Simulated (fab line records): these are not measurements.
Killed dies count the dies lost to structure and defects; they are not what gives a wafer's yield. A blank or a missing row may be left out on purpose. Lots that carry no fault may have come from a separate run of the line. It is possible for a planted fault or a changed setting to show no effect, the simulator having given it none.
The tool behind it: which one? || flow sky130 || 42 wafers from 14 lots sampled at 5 of the route's 708 steps

== WHAT EACH GAUGE READ, for each wafer ==
SKY_FIELD_ISO_BOW_MEAS_00. Usual: INCOMING_BOW gives 0 um (standard deviation 6.4).
{"lot": "L881", "measured": "day 1 10:04", "on": "film-metro-02", "INCOMING_BOW (um)": "3 6 -10", "flag": ""}
{"lot": "L882", "measured": "day 1 15:04", "on": "film-metro-03", "INCOMING_BOW (um)": "-5 -4 8", "flag": ""}
{"lot": "L884", "measured": "day 2 01:00", "on": "film-metro-02", "INCOMING_BOW (um)": "3 2 10", "flag": ""}
{"lot": "L885", "measured": "day 2 06:00", "on": "film-metro-01", "INCOMING_BOW (um)": "5 6 -6", "flag": ""}
{"lot": "L887", "measured": "day 2 16:02", "on": "film-metro-03", "INCOMING_BOW (um)": "0 3 -4", "flag": ""}
{"lot": "L888", "measured": "day 2 21:00", "on": "film-metro-01", "INCOMING_BOW (um)": "5 -5 -3", "flag": ""}
{"lot": "L889", "measured": "day 3 02:00", "on": "film-metro-01", "INCOMING_BOW (um)": "4 -13 -5", "flag": ""}
{"lot": "L892", "measured": "day 3 17:00", "on": "film-metro-01", "INCOMING_BOW (um)": "-2 5 -2", "flag": ""}
{"lot": "L893", "measured": "day 3 22:00", "on": "film-metro-03", "INCOMING_BOW (um)": "-1 -16 3", "flag": ""}
{"lot": "L895", "measured": "day 4 08:00", "on": "film-metro-03", "INCOMING_BOW (um)": "1 -6 11", "flag": ""}
{"lot": "L896", "measured": "day 4 13:01", "on": "film-metro-01", "INCOMING_BOW (um)": "3 1 6", "flag": ""}
{"lot": "L899", "measured": "day 5 04:00", "on": "film-metro-03", "INCOMING_BOW (um)": "16 4 -10", "flag": ""}
{"lot": "L901", "measured": "day 5 14:00", "on": "film-metro-03", "INCOMING_BOW (um)": "-3 1 -9", "flag": ""}
{"lot": "L904", "measured": "day 6 05:00", "on": "film-metro-03", "INCOMING_BOW (um)": "2 1 3", "flag": ""}

SKY_LDD_HVN_TW_MEAS_10. Usual: LDD_HVN_TW gives 1429 (standard deviation 12).
{"lot": "L881", "measured": "day 20 16:33", "on": "film-metro-04", "LDD_HVN_TW": "1440 1440 1431", "flag": ""}
{"lot": "L882", "measured": "day 20 17:48", "on": "film-metro-01", "LDD_HVN_TW": "1434 1432 1439", "flag": ""}
{"lot": "L884", "measured": "day 21 07:18", "on": "film-metro-04", "LDD_HVN_TW": "1442 1443 1440", "flag": ""}
{"lot": "L885", "measured": "day 21 12:07", "on": "film-metro-04", "LDD_HVN_TW": "1447 1452 1438", "flag": ""}
{"lot": "L887", "measured": "day 22 11:20", "on": "film-metro-02", "LDD_HVN_TW": "1426 1419 1423", "flag": ""}
{"lot": "L888", "measured": "day 22 23:17", "on": "film-metro-01", "LDD_HVN_TW": "1425 1424 1434", "flag": ""}
{"lot": "L889", "measured": "day 23 11:12", "on": "film-metro-01", "LDD_HVN_TW": "1437 1432 1440", "flag": ""}
{"lot": "L892", "measured": "day 24 02:47", "on": "film-metro-04", "LDD_HVN_TW": "1436 1445 1443", "flag": ""}
{"lot": "L893", "measured": "day 24 08:43", "on": "film-metro-01", "LDD_HVN_TW": "1432 1430 1435", "flag": ""}
{"lot": "L895", "measured": "day 25 14:14", "on": "film-metro-02", "LDD_HVN_TW": "1415 1423 1419", "flag": ""}
{"lot": "L896", "measured": "day 25 19:57", "on": "film-metro-04", "LDD_HVN_TW": "1332 1333 1333", "flag": "OFF"}
{"lot": "L899", "measured": "day 27 03:11", "on": "film-metro-01", "LDD_HVN_TW": "1314 1312 1311", "flag": "OFF"}
{"lot": "L901", "measured": "day 27 04:32", "on": "film-metro-01", "LDD_HVN_TW": "1426 1436 1436", "flag": ""}
{"lot": "L904", "measured": "day 28 14:40", "on": "film-metro-02", "LDD_HVN_TW": "1424 1426 1421", "flag": ""}

SKY_CONTACT_RS_MEAS_25: measures by four-point-probe. Usual: CONTACT_W_RS gives 0.335 ohm/sq (standard deviation 0.0058).
{"lot": "L881", "measured": "day 31 22:11", "on": "film-metro-03", "CONTACT_W_RS (ohm/sq)": "0.336 0.335 0.330", "flag": ""}
{"lot": "L882", "measured": "day 32 01:24", "on": "film-metro-03", "CONTACT_W_RS (ohm/sq)": "0.343 0.336 0.345", "flag": ""}
{"lot": "L884", "measured": "day 32 18:44", "on": "film-metro-03", "CONTACT_W_RS (ohm/sq)": "0.338 0.328 0.339", "flag": ""}
{"lot": "L885", "measured": "day 32 19:53", "on": "film-metro-02", "CONTACT_W_RS (ohm/sq)": "0.338 0.325 0.342", "flag": ""}
{"lot": "L887", "measured": "day 33 08:04", "on": "film-metro-01", "CONTACT_W_RS (ohm/sq)": "0.334 0.332 0.333", "flag": ""}
{"lot": "L888", "measured": "day 33 16:01", "on": "film-metro-01", "CONTACT_W_RS (ohm/sq)": "0.328 0.334 0.335", "flag": ""}
{"lot": "L889", "measured": "day 34 03:59", "on": "film-metro-03", "CONTACT_W_RS (ohm/sq)": "0.332 0.332 0.341", "flag": ""}
{"lot": "L892", "measured": "day 35 02:05", "on": "film-metro-03", "CONTACT_W_RS (ohm/sq)": "0.328 0.344 0.342", "flag": ""}
{"lot": "L893", "measured": "day 35 06:14", "on": "film-metro-02", "CONTACT_W_RS (ohm/sq)": "0.328 0.339 0.330", "flag": ""}
{"lot": "L895", "measured": "day 36 08:26", "on": "film-metro-03", "CONTACT_W_RS (ohm/sq)": "0.345 0.330 0.328", "flag": ""}
{"lot": "L896", "measured": "day 36 13:05", "on": "film-metro-02", "CONTACT_W_RS (ohm/sq)": "0.325 0.327 0.326", "flag": ""}
{"lot": "L899", "measured": "day 37 15:22", "on": "film-metro-02", "CONTACT_W_RS (ohm/sq)": "0.346 0.337 0.350", "flag": ""}
{"lot": "L901", "measured": "day 37 17:52", "on": "film-metro-02", "CONTACT_W_RS (ohm/sq)": "0.331 0.336 0.332", "flag": ""}
{"lot": "L904", "measured": "day 38 22:26", "on": "film-metro-01", "CONTACT_W_RS (ohm/sq)": "0.337 0.335 0.339", "flag": ""}

== TOOL THAT RAN EACH LOT (tool first, then ch and the chambers of the sampled wafers, then the start) ==
{"lot": "L881", "SKY_LDD_HVN_DEVELOP_06": "litho-track-03 ch 0, day 20 16:10", "SKY_CONTACT_CVD_00": "pecvd-04 ch 0,1,2, day 30 17:41"}
{"lot": "L882", "SKY_LDD_HVN_DEVELOP_06": "litho-track-03 ch 0, day 20 17:25", "SKY_CONTACT_CVD_00": "pecvd-02 ch 0,1,2, day 30 20:24"}
{"lot": "L884", "SKY_LDD_HVN_DEVELOP_06": "litho-track-02 ch 0, day 21 06:52", "SKY_CONTACT_CVD_00": "pecvd-03 ch 0,1,2, day 31 13:34"}
{"lot": "L885", "SKY_LDD_HVN_DEVELOP_06": "litho-track-03 ch 0, day 21 11:41", "SKY_CONTACT_CVD_00": "pecvd-02 ch 0,2, day 31 15:21"}
{"lot": "L887", "SKY_LDD_HVN_DEVELOP_06": "litho-track-03 ch 0, day 22 10:56", "SKY_CONTACT_CVD_00": "pecvd-04 ch 0,2, day 32 03:02"}
{"lot": "L888", "SKY_LDD_HVN_DEVELOP_06": "litho-track-01 ch 0, day 22 22:51", "SKY_CONTACT_CVD_00": "pecvd-03 ch 1,2, day 32 12:32"}
{"lot": "L889", "SKY_LDD_HVN_DEVELOP_06": "litho-track-02 ch 0, day 23 10:46", "SKY_CONTACT_CVD_00": "pecvd-02 ch 0,2, day 32 22:57"}
{"lot": "L892", "SKY_LDD_HVN_DEVELOP_06": "litho-track-01 ch 0, day 24 02:21", "SKY_CONTACT_CVD_00": "pecvd-03 ch 0,1, day 33 23:16"}
{"lot": "L893", "SKY_LDD_HVN_DEVELOP_06": "litho-track-03 ch 0, day 24 08:17", "SKY_CONTACT_CVD_00": "pecvd-04 ch 0,1, day 34 02:41"}
{"lot": "L895", "SKY_LDD_HVN_DEVELOP_06": "litho-track-01 ch 0, day 25 13:48", "SKY_CONTACT_CVD_00": "pecvd-02 ch 0,1,2, day 35 04:27"}
{"lot": "L896", "SKY_LDD_HVN_DEVELOP_06": "litho-track-01 ch 0, day 25 19:31", "SKY_CONTACT_CVD_00": "pecvd-03 ch 0,1,2, day 35 09:13"}
{"lot": "L899", "SKY_LDD_HVN_DEVELOP_06": "litho-track-01 ch 0, day 27 02:45", "SKY_CONTACT_CVD_00": "pecvd-04 ch 0,1, day 36 12:10"}
{"lot": "L901", "SKY_LDD_HVN_DEVELOP_06": "litho-track-03 ch 0, day 27 03:59", "SKY_CONTACT_CVD_00": "pecvd-02 ch 0,1, day 36 14:27"}
{"lot": "L904", "SKY_LDD_HVN_DEVELOP_06": "litho-track-03 ch 0, day 28 14:14", "SKY_CONTACT_CVD_00": "pecvd-04 ch 0,1,2, day 37 19:15"}
- SKY_LDD_HVN_DEVELOP_06: develop time 60 s.
- SKY_CONTACT_CVD_00: deposits Si3N4, target thk 75 nm.

== WHAT THE TOOLS THEMSELVES READ (means of the sampled wafers that have a number; where no wafer has one, the mark that the record gives instead) ==
SKY_LDD_HVN_DEVELOP_06. Usual: exhaust-pa reads 45.0 Pa (standard deviation 0.9).
{"lot": "L881", "tool": "litho-track-03", "exhaust-pa (Pa)": 45.7, "flag": ""}
{"lot": "L882", "tool": "litho-track-03", "exhaust-pa (Pa)": 45.8, "flag": ""}
{"lot": "L884", "tool": "litho-track-02", "exhaust-pa (Pa)": 45.4, "flag": ""}
{"lot": "L885", "tool": "litho-track-03", "exhaust-pa (Pa)": 45.1, "flag": ""}
{"lot": "L887", "tool": "litho-track-03", "exhaust-pa (Pa)": 45.0, "flag": ""}
{"lot": "L888", "tool": "litho-track-01", "exhaust-pa (Pa)": 44.3, "flag": ""}
{"lot": "L889", "tool": "litho-track-02", "exhaust-pa (Pa)": 44.0, "flag": ""}
{"lot": "L892", "tool": "litho-track-01", "exhaust-pa (Pa)": 46.4, "flag": ""}
{"lot": "L893", "tool": "litho-track-03", "exhaust-pa (Pa)": 45.4, "flag": ""}
{"lot": "L895", "tool": "litho-track-01", "exhaust-pa (Pa)": 45.7, "flag": ""}
{"lot": "L896", "tool": "litho-track-01", "exhaust-pa (Pa)": 44.7, "flag": ""}
{"lot": "L899", "tool": "litho-track-01", "exhaust-pa (Pa)": 44.6, "flag": ""}
{"lot": "L901", "tool": "litho-track-03", "exhaust-pa (Pa)": 45.0, "flag": ""}
{"lot": "L904", "tool": "litho-track-03", "exhaust-pa (Pa)": 45.8, "flag": ""}

SKY_CONTACT_CVD_00. Usual: heater-power-outer-w 415 W, standard deviation 95; heater-power-w 716 W, standard deviation 140; susceptor-temp-C 400.03 C, standard deviation 0.21.
{"lot": "L881", "tool": "pecvd-04", "heater-power-outer-w (W)": 512, "heater-power-w (W)": 860, "susceptor-temp-C (C)": 400.04, "flag": ""}
{"lot": "L882", "tool": "pecvd-02", "heater-power-outer-w (W)": 384, "heater-power-w (W)": 661, "susceptor-temp-C (C)": 399.89, "flag": ""}
{"lot": "L884", "tool": "pecvd-03", "heater-power-outer-w (W)": 414, "heater-power-w (W)": 717, "susceptor-temp-C (C)": 400.11, "flag": ""}
{"lot": "L885", "tool": "pecvd-02", "heater-power-outer-w (W)": 301, "heater-power-w (W)": 557, "susceptor-temp-C (C)": 400.14, "flag": ""}
{"lot": "L887", "tool": "pecvd-04", "heater-power-outer-w (W)": 385, "heater-power-w (W)": 692, "susceptor-temp-C (C)": 400.14, "flag": ""}
{"lot": "L888", "tool": "pecvd-03", "heater-power-outer-w (W)": 348, "heater-power-w (W)": 592, "susceptor-temp-C (C)": 400.19, "flag": ""}
{"lot": "L889", "tool": "pecvd-02", "heater-power-outer-w (W)": 302, "heater-power-w (W)": 547, "susceptor-temp-C (C)": 399.59, "flag": ""}
{"lot": "L892", "tool": "pecvd-03", "heater-power-outer-w (W)": 402, "heater-power-w (W)": 708, "susceptor-temp-C (C)": 400.05, "flag": ""}
{"lot": "L893", "tool": "pecvd-04", "heater-power-outer-w (W)": 394, "heater-power-w (W)": 701, "susceptor-temp-C (C)": 399.91, "flag": ""}
{"lot": "L895", "tool": "pecvd-02", "heater-power-outer-w (W)": 409, "heater-power-w (W)": 701, "susceptor-temp-C (C)": 400.12, "flag": ""}
{"lot": "L896", "tool": "pecvd-03", "heater-power-outer-w (W)": 410, "heater-power-w (W)": 722, "susceptor-temp-C (C)": 400.00, "flag": ""}
{"lot": "L899", "tool": "pecvd-04", "heater-power-outer-w (W)": 449, "heater-power-w (W)": 761, "susceptor-temp-C (C)": 399.95, "flag": ""}
{"lot": "L901", "tool": "pecvd-02", "heater-power-outer-w (W)": 460, "heater-power-w (W)": 785, "susceptor-temp-C (C)": 400.02, "flag": ""}
{"lot": "L904", "tool": "pecvd-04", "heater-power-outer-w (W)": 504, "heater-power-w (W)": 855, "susceptor-temp-C (C)": 400.08, "flag": ""}

== THE ANSWER, worked out from the rows above alone ==
Rule: lot off if the mean of its wafers having a number is beyond 3 standard deviations from the usual mean. Also off: a lot with no number at a reading for which 4 or more lots have one. All remaining lots with rows at the step are treated as sound. After the gauges, taken in route order, come the tools' own readings; for these a lot's mean is taken, as printed above. The first step at which some lot is off is used, and at that step the reading that is off furthest; a lot without a number counts as furthest.
Off: L896, L899, seen at SKY_LDD_HVN_TW_MEAS_10 (LDD_HVN_TW).
If a tool, at a process step before that reading, ran all the lots that are off and no sound lot after the first of them, it fits. The gauges at SKY_LDD_HVN_TW_MEAS_10 are tried like those tools. One fits: SKY_LDD_HVN_DEVELOP_06 on litho-track-01. Its last sound lot is L895 (day 25 13:48), its first lot that is off L896 (day 25 19:31): a fault that began between those two fits.

== WHAT HAD BEEN PUT IN BY THE SIMULATOR ==
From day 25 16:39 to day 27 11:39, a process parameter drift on litho-track-01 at SKY_LDD_HVN_DEVELOP_06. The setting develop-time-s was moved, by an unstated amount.
Struck lots among those shown: L896, L899. The same result came from the rule above.
